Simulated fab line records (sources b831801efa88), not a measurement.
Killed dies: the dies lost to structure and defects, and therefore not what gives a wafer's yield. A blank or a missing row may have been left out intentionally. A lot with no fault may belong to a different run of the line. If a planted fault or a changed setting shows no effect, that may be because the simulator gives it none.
Tool commonality check | flow gf180mcu | 33 wafers sampled across 11 lots

WHY THIS WAS OPENED
On 2 of the 11 lots, a flag is raised at GF_M4_CD_MEAS_14 on the reading cd-nm. Fault-free wafers read 280.3 nm, with a standard deviation of 0.99.
Rule: a lot gets a flag if all its wafers with a number sit over 4 standard deviations from that mean, or if no wafer of it has a number. The other lots count as sound.

lot  | measured     | on        | cd-nm (nm), wafer by wafer | flag
L856 | day 24 16:40 | cd-sem-02 | 280.7 279.4 281.1          |
L857 | day 24 17:19 | cd-sem-01 | 278.9 278.2 278.2          |
L858 | day 25 10:01 | cd-sem-01 | 281.7 282.3 281.9          |
L859 | day 25 11:35 | cd-sem-01 | 281.1 278.5 279.9          |
L860 | day 25 19:07 | cd-sem-01 | 281.0 280.1 279.3          |
L867 | day 27 17:01 | cd-sem-02 | 302.2 302.0 301.4          | FLAGGED
L868 | day 28 03:22 | cd-sem-01 | 297.1 298.2 297.2          | FLAGGED
L870 | day 28 15:45 | cd-sem-01 | 280.8 280.4 280.9          |
L874 | day 29 09:09 | cd-sem-01 | 279.7 280.6 280.2          |
L875 | day 29 23:55 | cd-sem-01 | 280.7 281.6 281.5          |
L876 | day 30 05:11 | cd-sem-01 | 280.4 280.3 280.2          |
Average over the flagged lots: 299.7 nm; offset from the usual +19.4 nm, equal to +20 standard deviations.

WHICH TOOL RAN EACH LOT
The record holds 4 process steps before the reading, out of a route of 602 steps. In each cell: the tool, then ch and the chambers that the sampled wafers went through, then the start.
lot  | flag    | GF_V3_CMP_04                  | GF_V3_ETCH_16                      | GF_M4_SPUTTER_00             | GF_M4_SOFTBAKE_10
L856 |         | cmp-02 ch 0,1,2, day 22 17:47 | rie-diel-03 ch 0,1,2, day 23 16:47 | pvd-sputter-03, day 23 18:14 | litho-track-02 ch 0, day 24 05:41
L857 |         | cmp-02 ch 1,2,3, day 22 18:10 | rie-diel-03 ch 0,2,3, day 23 17:26 | pvd-sputter-01, day 23 18:47 | litho-track-02 ch 0, day 24 06:35
L858 |         | cmp-02 ch 1,2,3, day 23 12:09 | rie-diel-02 ch 0,1,2, day 24 10:26 | pvd-sputter-02, day 24 11:47 | litho-track-01 ch 0, day 24 22:49
L859 |         | cmp-02 ch 2,3, day 23 13:17   | rie-diel-02 ch 1,3, day 24 11:50   | pvd-sputter-01, day 24 13:11 | litho-track-01 ch 0, day 25 00:38
L860 |         | cmp-02 ch 0,2,3, day 23 22:37 | rie-diel-02 ch 0,1,2, day 24 20:31 | pvd-sputter-01, day 24 21:52 | litho-track-01 ch 0, day 25 09:13
L867 | FLAGGED | cmp-02 ch 0,1,2, day 25 22:31 | rie-diel-04 ch 0,2, day 26 19:59   | pvd-sputter-03, day 26 21:20 | litho-track-02 ch 0, day 27 07:26
L868 | FLAGGED | cmp-02 ch 0,1,2, day 26 10:08 | rie-diel-04 ch 0,3, day 27 06:28   | pvd-sputter-02, day 27 07:57 | litho-track-02 ch 0, day 27 17:50
L870 |         | cmp-02 ch 0,3, day 26 21:34   | rie-diel-02 ch 0,1, day 27 18:28   | pvd-sputter-01, day 27 19:55 | litho-track-01 ch 0, day 28 06:07
L874 |         | cmp-02 ch 0,1,3, day 27 16:29 | rie-diel-04 ch 1,3, day 28 12:11   | pvd-sputter-01, day 28 13:34 | litho-track-03 ch 0, day 28 23:56
L875 |         | cmp-02 ch 1,2,3, day 28 07:00 | rie-diel-03 ch 0,1, day 29 03:32   | pvd-sputter-03, day 29 05:02 | litho-track-03 ch 0, day 29 14:08
L876 |         | cmp-02 ch 1,2,3, day 28 12:50 | rie-diel-02 ch 0,1,3, day 29 08:40 | pvd-sputter-02, day 29 10:03 | litho-track-03 ch 0, day 29 20:16
These steps, and what they do:
- GF_V3_CMP_04: polishes SiO2.
- GF_V3_ETCH_16: etches BARC in N2/H2.
- GF_M4_SPUTTER_00: material Ti, target thk 37.5 nm, time 147.8 s.
- GF_M4_SOFTBAKE_10: time 60 s.
- GF_M4_CD_MEAS_14: target cd 280 nm.

FLAGGED OVER TOTAL, TOOL BY TOOL (the gauges that took the reading come last)
step              | tool           | lots run | flagged | share of the flagged lots | sound lots run after its first flagged lot
GF_V3_CMP_04      | cmp-02         | 11       | 2       | all                       | 4 (L870,L874,L875,L876)
GF_V3_ETCH_16     | rie-diel-02    | 5        | 0       | none                      | -
GF_V3_ETCH_16     | rie-diel-03    | 3        | 0       | none                      | -
GF_V3_ETCH_16     | rie-diel-04    | 3        | 2       | all                       | 1 (L874)
GF_M4_SPUTTER_00  | pvd-sputter-01 | 5        | 0       | none                      | -
GF_M4_SPUTTER_00  | pvd-sputter-02 | 3        | 1       | some                      | 1 (L876)
GF_M4_SPUTTER_00  | pvd-sputter-03 | 3        | 1       | some                      | 1 (L875)
GF_M4_SOFTBAKE_10 | litho-track-01 | 4        | 0       | none                      | -
GF_M4_SOFTBAKE_10 | litho-track-02 | 4        | 2       | all                       | 0
GF_M4_SOFTBAKE_10 | litho-track-03 | 3        | 0       | none                      | -
GF_M4_CD_MEAS_14  | cd-sem-01      | 9        | 1       | some                      | 4 (L870,L874,L875,L876)
GF_M4_CD_MEAS_14  | cd-sem-02      | 2        | 1       | some                      | 0

WHAT IS ALLOWED BY THE TABLE
3 rows of the table ran every flagged lot: cmp-02 at GF_V3_CMP_04, rie-diel-04 at GF_V3_ETCH_16, litho-track-02 at GF_M4_SOFTBAKE_10.
- cmp-02 at GF_V3_CMP_04: 2 of its 11 lots flagged. After the first flagged lot (L870, L874, L875, L876), sound lots still ran on it; a lasting fault on the whole tool would not permit that.
- rie-diel-04 at GF_V3_ETCH_16: 2 of its 3 lots flagged. After the first flagged lot (L874), sound lots still ran on it; a lasting fault on the whole tool would not permit that.
- litho-track-02 at GF_M4_SOFTBAKE_10: 2 of its 4 lots flagged. A fault beginning between L857 (day 24 06:35), its last sound lot, and L867 (day 27 07:26), its first flagged one, fits the data. Its own readings (heater-power-total-W, plate-temp-C) fall more than 4 standard deviations out on all wafers of the flagged lots.
One tool is left: litho-track-02 at GF_M4_SOFTBAKE_10.

WHAT HAD BEEN PUT IN BY THE SIMULATOR
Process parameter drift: litho-track-02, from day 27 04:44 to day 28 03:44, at GF_M4_SOFTBAKE_10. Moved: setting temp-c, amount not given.
Lots struck among those shown: L867, L868. The rule above found the same.
